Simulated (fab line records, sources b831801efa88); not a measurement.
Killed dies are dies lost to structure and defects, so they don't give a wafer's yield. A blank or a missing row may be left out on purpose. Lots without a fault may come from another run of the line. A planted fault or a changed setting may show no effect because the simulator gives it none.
Which tool did it? | flow sky130 | 12 lots, 36 wafers sampled, at 3 steps of a route of 708

WHAT THE GAUGES READ, wafer by wafer
SKY_NWELL_TW_MEAS_15.
lot  | measured     | on            | NWELL_TW
L798 | day 4 12:50  | film_metro-01 | 1805 1795 1799
L799 | day 5 01:01  | film_metro-04 | 1800 1799 1782
L802 | day 5 12:49  | film_metro-02 | 1786 1797 1782
L804 | day 6 05:10  | film_metro-01 | 1779 1781 1794
L807 | day 6 23:10  | film_metro-02 | 1785 1786 1788
L809 | day 7 14:11  | film_metro-04 | 1782 1786 1784
L810 | day 7 14:29  | film_metro-01 | 1813 1807 1804
L812 | day 7 21:40  | film_metro-04 | 1788 1785 1780
L813 | day 8 03:28  | film_metro-02 | 1773 1784 1768
L815 | day 8 18:34  | film_metro-04 | 1786 1781 1778
L817 | day 9 15:10  | film_metro-04 | 1797 1795 1792
L821 | day 10 09:11 | film_metro-01 | 1805 1798 1800

WHICH TOOL RAN EACH LOT (tool, then ch and the chambers of the sampled wafers, then the start)
lot  | SKY_FIELD_ISO_ETCH_17           | SKY_PWDE_STRIP_09
L798 | rie_si-02 ch 0,2,3, day 2 05:20 | plasma_asher-03 ch 1, day 3 19:11
L799 | rie_si-01 ch 0,1, day 2 08:44   | plasma_asher-04 ch 0,1, day 4 07:35
L802 | rie_si-02 ch 0,1,3, day 3 01:43 | plasma_asher-04 ch 0,1, day 4 18:20
L804 | rie_si-01 ch 0,1,3, day 3 18:37 | plasma_asher-04 ch 0, day 5 11:05
L807 | rie_si-02 ch 0,1, day 4 04:02   | plasma_asher-03 ch 0,1, day 6 04:25
L809 | rie_si-02 ch 1,2, day 4 14:46   | plasma_asher-01 ch 0,1, day 6 13:38
L810 | rie_si-02 ch 0,1, day 4 19:37   | plasma_asher-01 ch 0,1, day 6 15:11
L812 | rie_si-02 ch 0,1,2, day 5 08:01 | plasma_asher-01 ch 0,1, day 7 02:34
L813 | rie_si-01 ch 0,1,3, day 5 12:15 | plasma_asher-03 ch 0,1, day 7 08:02
L815 | rie_si-02 ch 0,1,3, day 5 22:29 | plasma_asher-04 ch 0,1, day 7 20:49
L817 | rie_si-01 ch 0,1,2, day 6 20:31 | plasma_asher-04 ch 0,1, day 8 17:26
L821 | rie_si-01 ch 0,2,3, day 7 06:44 | plasma_asher-01 ch 0,1, day 9 10:31
- SKY_FIELD_ISO_ETCH_17: etches Si in HBr/Cl2/O2, target depth 342 nm, time 97.7 s.
- SKY_PWDE_STRIP_09: strips in O2/N2.

WHAT THE TOOLS THEMSELVES READ (means of the sampled wafers that have a number; where no wafer has one, the mark that the record gives instead)
SKY_FIELD_ISO_ETCH_17.
lot  | tool      | O2_flow_sccm (sccm) | chamber_pressure_mTorr (mTorr) | drypump_motor_current_A (A) | oes_product_au (a.u.) | rf_fwd_power_W (W) | run_length_s (s) | throttle_valve_pct (%)
L798 | rie_si-02 | 6.009               | 15.008                         | 5.1                         | 1.006                 | 594.7              | 126.0            | 25.651
L799 | rie_si-01 | 5.996               | 15.020                         | 6.3                         | 0.998                 | 598.6              | 126.2            | 25.657
L802 | rie_si-02 | 6.012               | 14.996                         | 5.2                         | 1.009                 | 597.7              | 126.2            | 25.646
L804 | rie_si-01 | 6.003               | 14.998                         | 6.0                         | 0.997                 | 596.8              | 126.0            | 25.655
L807 | rie_si-02 | 6.009               | 14.993                         | 5.1                         | 1.010                 | 597.0              | 126.1            | 25.650
L809 | rie_si-02 | 6.001               | 15.006                         | 5.1                         | 1.007                 | 596.3              | 126.2            | 25.652
L810 | rie_si-02 | 5.984               | 15.010                         | 5.2                         | 1.003                 | 595.8              | 126.0            | 25.664
L812 | rie_si-02 | 6.003               | 15.003                         | 5.1                         | 0.994                 | 597.2              | 128.7            | 25.652
L813 | rie_si-01 | 6.006               | 14.999                         | 6.0                         | 1.004                 | 597.6              | 126.0            | 25.659
L815 | rie_si-02 | 5.999               | 14.997                         | 5.2                         | 1.007                 | 594.5              | 128.5            | 25.653
L817 | rie_si-01 | 5.994               | 14.998                         | 6.0                         | 0.993                 | 596.5              | 126.3            | 25.671
L821 | rie_si-01 | 5.984               | 15.006                         | 5.9                         | 0.994                 | 595.5              | 126.1            | 25.660

SKY_PWDE_STRIP_09.
lot  | tool            | chamber_pressure_mTorr (mTorr) | drypump_motor_current_A (A) | o2_flow_sccm (sccm) | oes_product_au (a.u.) | strip_time_to_endpoint_s (s)
L798 | plasma_asher-03 | 1500.0                         | 5.6                         | 2999                | 0.724                 | 36.84
L799 | plasma_asher-04 | 1499.1                         | 5.3                         | 2999                | 0.722                 | 36.81
L802 | plasma_asher-04 | 1501.0                         | 5.3                         | 3001                | 0.723                 | 36.97
L804 | plasma_asher-04 | 1500.4                         | 5.7                         | 3001                | 0.724                 | 36.89
L807 | plasma_asher-03 | 1499.3                         | 5.9                         | 2992                | 0.725                 | 36.91
L809 | plasma_asher-01 | 1499.4                         | 6.0                         | 3004                | 0.721                 | 37.00
L810 | plasma_asher-01 | 1500.4                         | 5.6                         | 3006                | 0.724                 | 36.84
L812 | plasma_asher-01 | 1498.4                         | 5.6                         | 3002                | 0.724                 | 36.96
L813 | plasma_asher-03 | 1498.7                         | 5.9                         | 2993                | 0.720                 | 36.89
L815 | plasma_asher-04 | 1499.7                         | 5.5                         | 3002                | 0.722                 | 36.96
L817 | plasma_asher-04 | 1499.6                         | 5.3                         | 3001                | 0.726                 | 37.03
L821 | plasma_asher-01 | 1501.0                         | 5.6                         | 3005                | 0.726                 | 36.81

THE ANSWER, worked out from the rows above alone
Rule: what is usual is taken from the lots themselves. Put in order of their means at a reading, lots are off if they are a third of the lots or fewer, leave a main group of 4 or more, and stand apart from it by a gap of 3 or more times the standard deviation of the main group's means; of several such gaps the widest counts. A main group whose means are all the same, to the digits that the tables above print for the reading, isn't used. A lot without any number at a reading at which 4 lots or more have one is off too. The other lots that the step has rows for count as sound. The gauges are gone through in route order, then the tools' own readings, and for those a lot's mean is taken as printed above. The first step at which some lot is off is used, and at that step the reading that is off furthest; a lot without a number counts as furthest.
Off: L812, L815, at SKY_FIELD_ISO_ETCH_17 (run_length_s). The main group: mean 126.1 s, standard deviation 0.1.
A tool fits if, at that step or a process step before it, it ran every lot that is off, and no sound lot after the first of them. One fits: rie_si-02 at SKY_FIELD_ISO_ETCH_17. Its last sound lot is L810 (day 4 19:37), its first lot that is off L812 (day 5 08:01): a fault that began between those two fits.
The tool's own readings at SKY_FIELD_ISO_ETCH_17 bear it out: on the lots that are off they differ by more than 5 times the standard deviation of the sound lots' means. run_length_s reads 128.6 s there against 126.1 s on the sound lots.

WHAT THE SIMULATOR HAD PUT IN
Process parameter drift: rie_si-02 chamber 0, from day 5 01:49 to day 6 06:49, at SKY_FIELD_ISO_ETCH_17. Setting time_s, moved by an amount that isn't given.
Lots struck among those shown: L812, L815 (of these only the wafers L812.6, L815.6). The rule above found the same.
